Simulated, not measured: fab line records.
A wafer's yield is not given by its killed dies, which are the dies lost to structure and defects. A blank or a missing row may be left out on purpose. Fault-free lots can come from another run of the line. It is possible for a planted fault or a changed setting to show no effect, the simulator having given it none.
fab line records	flow sky130
record lots=24	wafers=72	lastDay=50
route steps=708 shown METAL1@451 VIA1@482 METAL2@498 VIA2@527 METAL3@535
lots that met no fault: from a run of the same line without faults
startH: the number of hours between the record's first day and the start of the first shown wafer of the lot	waitH: hours elapsed since this lot's preceding step	" the same as in the row above	L1.1+2: a single row standing in for several wafers	- value missing, or start not given	* or withheld: withheld	< > ~ a bound
route shown NAME@n: a module of which the file shows steps, and the number in the route of the first	usual: average and standard deviation across the fault-free wafers	same: alike in all rows	chamber/n: place in a boat	sites: readings site by site	_std_site: standard deviation across them	_edge_site: mean of outer sites minus mean of inner sites	radiusMm: for every site, how far away it sits from the centre of the wafer	mask NAME#n: copy n	behind: the tool/chamber that last shaped the wafer	hold: what put the lot on hold/how long, in hours/how the hold closed	device: the n, p or np transistor that did not switch	end of line: at the end of the route, the tests of the same wafers	for a step that has no rows: nothing shown but its recipe	killed: dies that structure and defects cost at the first sort, which is not the same as the wafer's yield	map: a wafer's dies, x killed, . not, _ none there
set.NAME: the setting the step ran with; set.NAME@STEP: the setting that earlier step ran with	model.NAME: the simulator's own value behind a step, which no gauge read
a sample of lots followed through the steps of the route, with each step as a table and each wafer as a row
services: a tool's chamber out of use, with start hour (startH, from the record's first day; less than 0 if before it), hours out, and reason
## steps
# step SKY_METAL1_DESCUM_17
# recipe chemistry=O2	sourcePowerW=150	biasPowerW=0	pressureMtorr=10	tempC=40	timeS=8
# usual drypumpMotorCurrentA=5.6/0.54	oesProductAu=0.999/0.0063
lot.wafer	tool	chamber	startH	waitH	drypumpMotorCurrentA	oesProductAu	rfHoursCounterH
L074.2	rieMetal-04	0	762.37	0.0	5.1	0.998	6
L074.5	"	0	"	"	5.1	1.005	-
L074.6	"	1	"	"	5.0	0.995	-
L075.2	rieMetal-01	1	770.07	0.0	6.2	0.989	3
L075.3	"	1	"	"	6.2	0.988	-
L075.6	"	1	"	"	6.2	0.990	-
L076.1	rieMetal-02	0	802.32	0.0	5.8	0.999	16
L076.3	"	1	"	"	6.1	1.003	-
L076.6	"	1	"	"	6.1	0.984	-
L077.2	rieMetal-04	0	805.65	0.0	5.2	1.004	8
L077.4	"	0	"	"	5.1	0.998	-
L077.5	"	1	"	"	4.9	0.989	-
L079.1	rieMetal-01	1	807.97	0.0	6.2	0.995	4
L079.2	"	1	"	"	6.2	1.000	-
L079.4	"	1	"	"	6.2	1.000	-
L080.1	rieMetal-02	1	809.05	0.0	6.1	0.987	7
L080.2	"	1	"	"	6.1	1.001	-
L080.5	"	1	"	"	6.1	1.006	-
L078.1	rieMetal-04	1	809.07	0.0	4.9	0.992	7
L078.2	"	0	"	"	5.1	1.008	8
L078.4	"	0	"	"	5.1	0.999	-
L081.1	rieMetal-01	1	813.18	0.0	6.2	1.001	5
L081.3	"	1	"	"	6.2	1.001	-
L081.4	"	1	"	"	6.2	0.994	-
L082.1	rieMetal-02	1	824.80	0.0	6.1	0.990	8
L082.5	"	1	"	"	6.1	0.988	-
L082.6	"	1	"	"	6.1	0.991	-
L083.2	rieMetal-02	1	833.83	0.0	6.1	1.002	-
L083.5	"	1	"	"	6.1	1.000	-
L083.6	"	1	"	"	6.1	1.001	-
L085.4	rieMetal-02	1	845.91	0.0	6.1	1.006	-
L085.5	"	1	"	"	6.1	1.001	-
L085.6	"	0	"	"	5.8	0.998	-
L084.1	rieMetal-01	1	846.77	0.0	6.2	1.005	6
L084.4	"	0	"	"	5.1	1.006	-
L084.5	"	1	"	"	6.2	1.005	-
L086.1	rieMetal-04	0	858.32	0.0	5.2	1.001	9
L086.3	"	1	"	"	5.0	1.003	-
L086.4	"	0	"	"	5.1	0.997	-
L089.2	rieMetal-04	0	889.07	0.0	5.2	1.005	11
L089.3	"	0	"	"	5.2	1.001	-
L089.4	"	1	"	"	5.0	1.002	-
L087.1	rieMetal-01	0	890.22	0.0	5.1	0.999	2
L087.3	"	1	"	"	6.2	0.996	-
L087.4	"	0	"	"	5.1	1.003	-
L088.3	rieMetal-02	0	890.66	0.0	5.8	1.000	-
L088.4	"	1	"	"	6.1	1.002	-
L088.5	"	1	"	"	6.1	1.008	-
L090.2	rieMetal-04	1	893.20	0.0	5.0	0.998	10
L090.3	"	1	"	"	4.9	0.999	-
L090.4	"	0	"	"	5.1	0.995	-
L091.4	rieMetal-01	0	896.18	0.0	5.1	1.010	-
L091.5	"	0	"	"	5.1	1.013	-
L091.6	"	1	"	"	6.2	1.003	-
L092.3	rieMetal-01	0	899.58	0.0	5.1	1.000	-
L092.4	"	1	"	"	6.2	0.991	-
L092.6	"	0	"	"	5.1	0.995	-
L093.3	rieMetal-04	1	902.01	0.0	5.0	1.000	-
L093.4	"	0	"	"	5.1	0.998	-
L093.5	"	1	"	"	5.0	0.993	-
L094.2	rieMetal-02	0	911.87	0.0	5.7	1.005	3
L094.3	"	1	"	"	6.1	1.003	-
L094.6	"	0	"	"	5.8	1.014	-
L095.2	rieMetal-04	0	920.52	0.0	5.2	1.012	12
L095.3	"	1	"	"	4.9	1.001	-
L095.6	"	1	"	"	4.9	0.999	-
L096.4	rieMetal-01	0	923.93	0.0	5.0	1.008	-
L096.5	"	1	"	"	6.2	1.003	-
L096.6	"	0	"	"	5.1	1.000	-
L097.1	rieMetal-04	0	928.37	0.0	5.1	1.000	13
L097.3	"	0	"	"	5.1	1.009	-
L097.4	"	1	"	"	5.0	0.998	-
# step SKY_METAL1_ETCH_18
# recipe chemistry=N2/H2	target=BARC	ionEnergyEv=200	biasW=100	pressureMtorr=30	n2FlowSccm=100	h2FlowSccm=200	icpW=500	stopOn=SiO2	timeS=45.9	targetDepthA=600
# usual biasW=100.0/0.35	drypumpMotorCurrentA=5.6/0.54	oesProductAu=0.853/0.0046	throttleValvePct=13.225/0.0078
lot.wafer	tool	chamber	startH	waitH	biasW	drypumpMotorCurrentA	oesProductAu	rfHoursCounterH	throttleValvePct
L074.2	rieMetal-04	0	762.41	0.0	100.6	5.2	0.860	6	13.234
L074.5	"	0	"	"	100.6	5.1	0.858	-	13.231
L074.6	"	1	"	"	100.3	5.0	0.856	-	13.213
L075.2	rieMetal-01	1	770.11	0.0	99.9	6.2	0.857	3	13.221
L075.3	"	1	"	"	100.3	6.2	0.846	-	13.236
L075.6	"	1	"	"	99.7	6.2	0.852	-	13.230
L076.1	rieMetal-02	0	802.36	0.0	99.9	5.8	0.851	16	13.229
L076.3	"	1	"	"	100.2	6.1	0.859	-	13.211
L076.6	"	1	"	"	100.5	6.1	0.857	-	13.230
L077.2	rieMetal-04	0	805.68	0.0	100.0	5.1	0.853	8	13.230
L077.4	"	0	"	"	99.8	5.2	0.856	-	13.221
L077.5	"	1	"	"	99.5	5.0	0.847	-	13.218
L079.1	rieMetal-01	1	808.03	0.1	98.9	6.2	0.852	4	13.234
L079.2	"	1	"	"	99.3	6.2	0.858	-	13.223
L079.4	"	1	"	"	99.3	6.2	0.854	-	13.231
L080.1	rieMetal-02	1	809.11	0.1	99.8	6.1	0.848	7	13.212
L080.2	"	1	"	"	100.1	6.1	0.866	-	13.231
L080.5	"	1	"	"	99.9	6.1	0.844	-	13.224
L078.1	rieMetal-04	1	809.12	0.0	99.7	5.0	0.858	7	13.225
L078.2	"	0	"	"	100.3	5.2	0.851	8	13.215
L078.4	"	0	"	"	99.8	5.2	0.847	-	13.233
L081.1	rieMetal-01	1	813.24	0.1	100.7	6.2	0.856	5	13.217
L081.3	"	1	"	"	100.5	6.2	0.849	-	13.225
L081.4	"	1	"	"	100.0	6.2	0.850	-	13.218
L082.1	rieMetal-02	1	824.87	0.1	100.3	6.1	0.852	8	13.223
L082.5	"	1	"	"	99.7	6.1	0.847	-	13.220
L082.6	"	1	"	"	100.2	6.1	0.858	-	13.212
L083.2	rieMetal-02	1	833.91	0.1	99.8	6.1	0.862	-	13.229
L083.5	"	1	"	"	99.8	6.1	0.853	-	13.227
L083.6	"	1	"	"	99.8	6.1	0.854	-	13.231
L085.4	rieMetal-02	1	845.95	0.0	99.7	6.1	0.854	-	13.225
L085.5	"	1	"	"	99.8	6.1	0.852	-	13.230
L085.6	"	0	"	"	99.9	5.8	0.851	-	13.223
L084.1	rieMetal-01	1	846.80	0.0	99.7	6.2	0.860	6	13.225
L084.4	"	0	"	"	99.5	5.1	0.861	-	13.222
L084.5	"	1	"	"	100.1	6.2	0.855	-	13.222
L086.1	rieMetal-04	0	858.35	0.0	100.2	5.2	0.853	9	13.220
L086.3	"	1	"	"	100.1	5.0	0.854	-	13.223
L086.4	"	0	"	"	100.4	5.2	0.855	-	13.216
L089.2	rieMetal-04	0	889.11	0.0	99.7	5.1	0.860	11	13.218
L089.3	"	0	"	"	99.9	5.2	0.849	-	13.219
L089.4	"	1	"	"	99.8	5.0	0.850	-	13.227
L087.1	rieMetal-01	0	890.26	0.0	99.5	5.1	0.860	2	13.224
L087.3	"	1	"	"	100.0	6.2	0.853	-	13.226
L087.4	"	0	"	"	99.7	5.1	0.854	-	13.221
L088.3	rieMetal-02	0	890.70	0.0	99.8	5.8	0.856	-	13.214
L088.4	"	1	"	"	100.4	6.1	0.857	-	13.216
L088.5	"	1	"	"	100.1	6.1	0.848	-	13.229
L090.2	rieMetal-04	1	893.23	0.0	100.1	5.0	0.851	10	13.221
L090.3	"	1	"	"	100.0	5.0	0.854	-	13.220
L090.4	"	0	"	"	99.3	5.2	0.856	-	13.229
L091.4	rieMetal-01	0	896.23	0.0	100.4	5.1	0.851	-	13.228
L091.5	"	0	"	"	100.2	5.1	0.857	-	13.220
L091.6	"	1	"	"	99.9	6.2	0.856	-	13.216
L092.3	rieMetal-01	0	899.62	0.0	100.5	5.1	0.851	-	13.217
L092.4	"	1	"	"	99.7	6.2	0.856	-	13.215
L092.6	"	0	"	"	100.3	5.1	0.841	-	13.222
L093.3	rieMetal-04	1	902.05	0.0	100.1	5.0	0.859	-	13.214
L093.4	"	0	"	"	100.0	5.2	0.860	-	13.224
L093.5	"	1	"	"	100.2	5.0	0.856	-	13.216
L094.2	rieMetal-02	0	911.90	0.0	99.7	5.8	0.852	3	13.213
L094.3	"	1	"	"	100.3	6.1	0.853	-	13.228
L094.6	"	0	"	"	99.7	5.8	0.852	-	13.220
L095.2	rieMetal-04	0	920.56	0.0	99.7	5.2	0.853	12	13.226
L095.3	"	1	"	"	99.8	5.0	0.855	-	13.236
L095.6	"	1	"	"	100.4	5.0	0.853	-	13.233
L096.4	rieMetal-01	0	923.97	0.0	100.3	5.1	0.849	-	13.235
L096.5	"	1	"	"	99.9	6.2	0.846	-	13.227
L096.6	"	0	"	"	100.1	5.1	0.857	-	13.227
L097.1	rieMetal-04	0	928.41	0.0	99.7	5.1	0.857	13	13.219
L097.3	"	0	"	"	100.1	5.2	0.848	-	13.221
L097.4	"	1	"	"	100.0	5.0	0.852	-	13.211
# step SKY_VIA1_CMP_24
# recipe stopOn=SiO2	tOverpolishS=15	downForcePsi=3.5	platenRpm=60	targetThkNm=0	padVelocityMS=0.94248
# usual motorCurrentA=11.2/1.3	overpolishRunS=14.998/0.0085	platenRpm=60.00/0.04	timeToEndpointS=64.9/2.5
lot.wafer	tool	chamber	startH	waitH	motorCurrentA	overpolishRunS	platenRpm	timeToEndpointS
L074.2	cmp-01	0	791.91	0.2	13.3	14.992	60.01	64.2
L074.5	"	1	"	"	11.2	14.991	59.98	66.4
L074.6	"	2	"	"	12.6	15.010	60.01	63.8
L075.2	cmp-02	2	799.06	0.0	11.2	15.011	60.01	60.9
L075.3	"	3	"	"	9.4	14.998	60.08	65.4
L075.6	"	2	"	"	11.3	14.999	60.07	65.2
L076.3	cmp-02	2	831.70	0.0	10.9	15.003	60.00	65.8
L076.1	"	0	"	"	10.9	15.002	60.02	65.1
L076.6	"	3	"	"	10.2	14.991	59.98	67.9
L077.2	cmp-02	1	834.47	0.0	8.5	15.006	60.01	65.7
L077.4	"	3	"	"	9.8	15.003	60.00	67.1
L077.5	"	1	"	"	8.1	15.010	60.05	69.6
L079.1	cmp-02	2	836.71	0.1	12.0	15.011	60.03	60.5
L079.4	"	3	"	"	9.9	14.980	59.96	67.8
L079.2	"	0	"	"	11.7	14.994	59.99	65.5
L078.4	cmp-02	0	837.05	0.0	11.0	14.998	60.02	66.2
L078.2	"	1	"	"	8.2	14.994	60.01	65.1
L078.1	"	2	"	"	11.3	14.985	60.07	65.8
L080.1	cmp-01	2	838.35	0.1	12.2	15.005	60.01	63.1
L080.2	"	3	"	"	11.7	15.009	60.06	68.5
L080.5	"	2	"	"	12.2	14.999	60.01	64.9
L081.3	cmp-01	2	842.96	0.0	11.5	15.010	60.05	61.6
L081.1	"	3	"	"	11.8	15.003	60.04	67.2
L081.4	"	0	"	"	13.2	14.997	60.03	67.5
L082.1	cmp-02	0	857.77	3.8	11.8	15.001	60.00	65.7
L082.6	"	0	"	"	11.9	15.006	60.01	67.8
L082.5	"	1	"	"	8.6	14.988	59.96	68.8
L083.2	cmp-02	1	862.23	0.0	8.1	15.015	60.04	64.5
L083.5	"	1	"	"	8.0	15.006	60.03	64.0
L083.6	"	2	"	"	10.8	15.010	59.94	63.8
L085.4	cmp-01	1	873.82	0.0	11.5	15.000	60.05	60.8
L085.6	"	1	"	"	11.5	14.993	60.05	62.5
L085.5	"	2	"	"	11.9	14.994	59.94	63.4
L084.4	cmp-02	3	875.13	0.1	10.0	14.991	60.02	70.1
L084.1	"	0	"	"	12.1	14.991	59.96	66.4
L084.5	"	3	"	"	9.8	14.993	59.97	69.1
L086.3	cmp-01	0	887.57	0.0	13.0	14.993	60.04	59.4
L086.4	"	2	"	"	11.8	14.990	60.08	66.0
L086.1	"	3	"	"	11.7	14.993	59.99	64.1
L089.3	cmp-01	3	918.68	1.8	11.1	15.005	60.00	63.0
L089.4	"	1	"	"	11.4	14.992	59.97	67.5
L089.2	"	2	"	"	12.0	15.001	60.03	63.4
L087.1	cmp-01	3	919.33	1.5	11.4	14.994	59.95	64.3
L087.3	"	0	"	"	12.6	14.985	60.06	64.5
L087.4	"	1	"	"	11.4	15.015	59.98	65.6
L088.3	cmp-01	2	919.58	1.3	11.8	14.991	59.99	63.7
L088.4	"	1	"	"	11.3	14.990	59.98	66.2
L088.5	"	2	"	"	11.9	15.001	60.00	64.1
L090.3	cmp-01	1	920.89	0.0	11.7	14.996	60.05	66.7
L090.2	"	2	"	"	12.3	14.994	59.98	64.3
L090.4	"	3	"	"	11.1	15.000	60.04	65.7
L091.4	cmp-01	2	923.06	0.2	11.6	15.005	59.97	61.3
L091.5	"	3	"	"	11.6	15.008	60.02	67.8
L091.6	"	0	"	"	12.3	15.007	59.99	65.7
L092.4	cmp-01	1	926.05	0.1	10.5	14.998	60.02	65.5
L092.3	"	2	"	"	11.8	14.993	60.02	61.9
L092.6	"	0	"	"	12.8	15.005	59.99	64.0
L093.4	cmp-01	1	927.58	0.1	11.7	15.010	59.97	65.7
L093.3	"	2	"	"	11.4	15.004	59.97	64.5
L093.5	"	0	"	"	12.6	14.991	60.01	64.2
L094.2	cmp-01	0	942.85	0.0	13.5	14.986	59.97	59.3
L094.3	"	2	"	"	12.2	14.995	59.92	59.5
L094.6	"	1	"	"	11.5	15.002	60.08	62.0
L095.3	cmp-02	3	947.61	0.0	10.1	14.996	60.01	66.4
L095.2	"	1	"	"	8.7	14.993	60.03	67.4
L095.6	"	3	"	"	9.7	14.999	60.00	65.8
L096.4	cmp-02	0	951.37	0.2	11.1	14.994	60.07	67.8
L096.6	"	0	"	"	10.5	15.005	60.00	65.4
L096.5	"	1	"	"	8.7	15.004	59.95	67.9
L097.1	cmp-01	3	954.61	0.1	11.6	14.995	59.99	62.7
L097.4	"	0	"	"	13.1	14.986	59.95	60.9
L097.3	"	1	"	"	11.9	15.000	59.97	62.1
# step SKY_METAL2_CD_MEAS_15
# recipe targetCdNm=140
# usual cdNm=139.6/1.4
lot.wafer	tool	chamber	startH	waitH	cdNm
L074.2	cdSem-02	-	819.49	-	139.0
L074.5	"	-	"	"	138.7
L074.6	"	-	"	"	138.5
L075.2	cdSem-02	-	826.87	-	139.3
L075.3	"	-	"	"	140.1
L075.6	"	-	"	"	140.2
L076.1	cdSem-02	-	858.10	-	138.9
L076.3	"	-	"	"	140.4
L076.6	"	-	"	"	140.6
L077.2	cdSem-02	-	860.22	-	139.3
L077.4	"	-	"	"	139.8
L077.5	"	-	"	"	140.6
L079.1	cdSem-02	-	863.01	-	139.6
L079.2	"	-	"	"	139.0
L079.4	"	-	"	"	140.4
L078.1	cdSem-01	-	863.65	-	140.3
L078.2	"	-	"	"	140.5
L078.4	"	-	"	"	141.7
L080.1	cdSem-02	-	864.00	-	141.6
L080.2	"	-	"	"	139.4
L080.5	"	-	"	"	142.0
L081.1	cdSem-01	-	869.41	-	141.1
L081.3	"	-	"	"	142.0
L081.4	"	-	"	"	142.3
L082.1	cdSem-01	-	884.30	-	142.6
L082.5	"	-	"	"	141.7
L082.6	"	-	"	"	140.4
L083.2	cdSem-02	-	888.68	-	142.2
L083.5	"	-	"	"	140.4
L083.6	"	-	"	"	139.4
L085.4	cdSem-01	-	899.86	-	137.1
L085.5	"	-	"	"	139.6
L085.6	"	-	"	"	139.0
L084.1	cdSem-01	-	900.82	-	137.7
L084.4	"	-	"	"	136.1
L084.5	"	-	"	"	136.5
L086.1	cdSem-01	-	913.12	-	137.3
L086.3	"	-	"	"	138.1
L086.4	"	-	"	"	138.3
L089.2	cdSem-02	-	943.44	-	140.2
L089.3	"	-	"	"	140.7
L089.4	"	-	"	"	139.4
L087.1	cdSem-02	-	944.41	-	138.5
L087.3	"	-	"	"	141.4
L087.4	"	-	"	"	139.3
L088.3	cdSem-01	-	944.80	-	139.9
L088.4	"	-	"	"	139.3
L088.5	"	-	"	"	138.2
L090.2	cdSem-02	-	946.37	-	137.4
L090.3	"	-	"	"	137.5
L090.4	"	-	"	"	138.4
L091.4	cdSem-02	-	947.91	-	137.4
L091.5	"	-	"	"	137.2
L091.6	"	-	"	"	137.9
L092.3	cdSem-02	-	950.35	-	139.1
L092.4	"	-	"	"	140.2
L092.6	"	-	"	"	140.0
L093.3	cdSem-02	-	952.66	-	139.1
L093.4	"	-	"	"	140.3
L093.5	"	-	"	"	139.3
L094.2	cdSem-02	-	967.28	-	140.8
L094.3	"	-	"	"	140.6
L094.6	"	-	"	"	140.1
L095.2	cdSem-01	-	972.89	-	139.8
L095.3	"	-	"	"	139.2
L095.6	"	-	"	"	139.5
L096.4	cdSem-02	-	976.43	-	138.9
L096.5	"	-	"	"	139.6
L096.6	"	-	"	"	139.5
L097.1	cdSem-01	-	979.45	-	139.3
L097.3	"	-	"	"	139.3
L097.4	"	-	"	"	138.1
# step SKY_VIA2_SPUTTER_20
# recipe material=TiN	targetThkNm=20	chamberPressurePa=5	powerW=4000	timeS=80
# usual throttleValvePct=30.5/0.86
lot.wafer	tool	chamber	startH	waitH	throttleValvePct
L074.2	pvdSputter-03	-	847.93	0.0	30.4
L074.5	"	-	"	"	30.1
L074.6	"	-	"	"	30.5
L075.2	pvdSputter-02	-	856.27	0.0	31.2
L075.3	"	-	"	"	30.7
L075.6	"	-	"	"	31.4
L076.1	pvdSputter-02	-	886.62	0.0	31.9
L076.3	"	-	"	"	30.6
L076.6	"	-	"	"	31.8
L077.2	pvdSputter-03	-	888.73	0.0	30.6
L077.4	"	-	"	"	30.8
L077.5	"	-	"	"	30.3
L079.1	pvdSputter-04	-	891.73	0.0	30.2
L079.2	"	-	"	"	29.1
L079.4	"	-	"	"	30.0
L078.1	pvdSputter-02	-	892.38	0.0	32.1
L078.2	"	-	"	"	30.6
L078.4	"	-	"	"	31.3
L080.1	pvdSputter-02	-	892.73	0.0	32.1
L080.2	"	-	"	"	29.6
L080.5	"	-	"	"	31.9
L081.1	pvdSputter-02	-	897.30	0.0	30.9
L081.3	"	-	"	"	30.5
L081.4	"	-	"	"	29.5
L082.1	pvdSputter-03	-	911.87	0.0	30.0
L082.5	"	-	"	"	30.5
L082.6	"	-	"	"	30.6
L083.2	pvdSputter-03	-	915.97	0.0	30.4
L083.5	"	-	"	"	30.5
L083.6	"	-	"	"	30.5
L085.4	pvdSputter-04	-	925.88	0.0	29.5
L085.5	"	-	"	"	30.2
L085.6	"	-	"	"	29.4
L084.1	pvdSputter-03	-	926.29	0.0	30.4
L084.4	"	-	"	"	30.4
L084.5	"	-	"	"	30.6
L086.1	pvdSputter-03	-	942.60	0.0	30.1
L086.3	"	-	"	"	30.5
L086.4	"	-	"	"	32.1
L089.2	pvdSputter-03	-	970.28	0.0	32.1
L089.3	"	-	"	"	30.4
L089.4	"	-	"	"	30.5
L087.1	pvdSputter-03	-	971.70	0.0	32.1
L087.3	"	-	"	"	30.0
L087.4	"	-	"	"	30.3
L088.3	pvdSputter-04	-	971.85	0.0	30.1
L088.4	"	-	"	"	29.0
L088.5	"	-	"	"	30.2
L090.2	pvdSputter-04	-	973.36	0.0	30.2
L090.3	"	-	"	"	29.8
L090.4	"	-	"	"	29.1
L091.4	pvdSputter-03	-	975.10	0.0	30.4
L091.5	"	-	"	"	32.2
L091.6	"	-	"	"	30.1
L092.3	pvdSputter-04	-	977.70	0.0	30.1
L092.4	"	-	"	"	29.1
L092.6	"	-	"	"	29.5
L093.3	pvdSputter-02	-	979.15	0.0	29.6
L093.4	"	-	"	"	30.3
L093.5	"	-	"	"	31.7
L094.2	pvdSputter-04	-	992.65	0.0	29.3
L094.3	"	-	"	"	29.3
L094.6	"	-	"	"	30.4
L095.2	pvdSputter-02	-	997.55	0.0	31.2
L095.3	"	-	"	"	29.8
L095.6	"	-	"	"	31.8
L096.4	pvdSputter-03	-	1002.05	0.0	32.2
L096.5	"	-	"	"	30.5
L096.6	"	-	"	"	30.1
L097.1	pvdSputter-02	-	1004.25	0.0	31.9
L097.3	"	-	"	"	29.6
L097.4	"	-	"	"	30.5
# step SKY_METAL3_SPUTTER_03
# recipe material=Ti	targetThkNm=5	powerW=3000	timeS=3.3	chamberPressurePa=0.4
# usual throttleValvePct=30.4/1
lot.wafer	tool	chamber	startH	waitH	throttleValvePct
L074.2	pvdSputter-02	-	848.69	0.0	30.6
L074.5	"	-	"	"	30.5
L074.6	"	-	"	"	31.3
L075.2	pvdSputter-03	-	859.06	0.0	30.5
L075.3	"	-	"	"	30.4
L075.6	"	-	"	"	30.5
L076.1	pvdSputter-02	-	887.37	0.0	31.1
L076.3	"	-	"	"	29.4
L076.6	"	-	"	"	31.2
L077.2	pvdSputter-01	-	889.49	0.0	28.7
L077.4	"	-	"	"	29.1
L077.5	"	-	"	"	30.0
L079.1	pvdSputter-01	-	892.49	0.0	30.1
L079.2	"	-	"	"	29.1
L079.4	"	-	"	"	28.7
L078.1	pvdSputter-01	-	893.14	0.0	30.1
L078.2	"	-	"	"	28.9
L078.4	"	-	"	"	28.7
L080.1	pvdSputter-01	-	893.56	0.0	30.1
L080.2	"	-	"	"	31.0
L080.5	"	-	"	"	28.5
L081.1	pvdSputter-03	-	898.06	0.0	29.8
L081.3	"	-	"	"	32.2
L081.4	"	-	"	"	30.3
L082.1	pvdSputter-03	-	916.97	0.0	30.5
L082.5	"	-	"	"	30.5
L082.6	"	-	"	"	30.0
L083.2	pvdSputter-01	-	918.77	0.0	31.7
L083.5	"	-	"	"	31.3
L083.6	"	-	"	"	28.7
L085.4	pvdSputter-01	-	926.64	0.0	28.9
L085.5	"	-	"	"	28.7
L085.6	"	-	"	"	31.4
L084.1	pvdSputter-02	-	927.05	0.0	31.1
L084.4	"	-	"	"	30.3
L084.5	"	-	"	"	31.0
L086.1	pvdSputter-02	-	943.36	0.0	29.6
L086.3	"	-	"	"	30.6
L086.4	"	-	"	"	31.7
L089.2	pvdSputter-02	-	971.03	0.0	30.5
L089.3	"	-	"	"	31.1
L089.4	"	-	"	"	31.9
L087.1	pvdSputter-01	-	972.45	0.0	29.8
L087.3	"	-	"	"	29.1
L087.4	"	-	"	"	28.5
L088.3	pvdSputter-03	-	972.61	0.0	30.5
L088.4	"	-	"	"	32.2
L088.5	"	-	"	"	32.2
L090.2	pvdSputter-03	-	974.12	0.0	29.7
L090.3	"	-	"	"	30.1
L090.4	"	-	"	"	30.7
L091.4	pvdSputter-02	-	975.86	0.0	31.0
L091.5	"	-	"	"	31.2
L091.6	"	-	"	"	30.5
L092.3	pvdSputter-01	-	978.64	0.0	31.3
L092.4	"	-	"	"	28.7
L092.6	"	-	"	"	28.7
L093.3	pvdSputter-03	-	980.08	0.0	29.9
L093.4	"	-	"	"	32.3
L093.5	"	-	"	"	30.4
L094.2	pvdSputter-03	-	993.50	0.0	30.5
L094.3	"	-	"	"	29.9
L094.6	"	-	"	"	32.0
L095.2	pvdSputter-03	-	998.31	0.0	30.7
L095.3	"	-	"	"	29.8
L095.6	"	-	"	"	32.5
L096.4	pvdSputter-03	-	1002.80	0.0	30.0
L096.5	"	-	"	"	30.6
L096.6	"	-	"	"	32.1
L097.1	pvdSputter-03	-	1005.00	0.0	30.1
L097.3	"	-	"	"	30.5
L097.4	"	-	"	"	32.2
## services
tool	chamber	startH	hours	kind
rieMetal-04	-	754.63	1.4	pm
cmp-01	-	756.99	2.0	repair
pvdSputter-02	-	781.98	1.3	repair
cmp-01	-	784.01	0.5	repair
rieMetal-01	-	794.38	2.8	pm
rieMetal-04	0	812.80	5.4	repair
cmp-01	-	813.77	5.3	pm
rieMetal-01	1	839.60	2.5	repair
cmp-01	-	853.94	19.0	repair
rieMetal-02	-	871.54	0.9	repair
rieMetal-04	-	873.23	0.8	repair
cmp-01	-	874.53	2.1	repair
cmp-01	-	883.12	1.7	repair
rieMetal-04	0	905.00	5.9	repair
pvdSputter-02	-	905.93	6.7	repair
pvdSputter-02	-	907.84	5.2	repair
cmp-01	-	912.28	4.0	pm
rieMetal-02	1	913.28	1.5	repair
pvdSputter-02	-	914.69	4.2	repair
rieMetal-01	-	946.25	0.2	repair
rieMetal-02	-	954.83	0.8	repair
rieMetal-01	0	970.40	2.9	repair
cmp-01	-	979.45	5.1	pm
pvdSputter-02	-	980.54	13.6	repair
## key
fault none
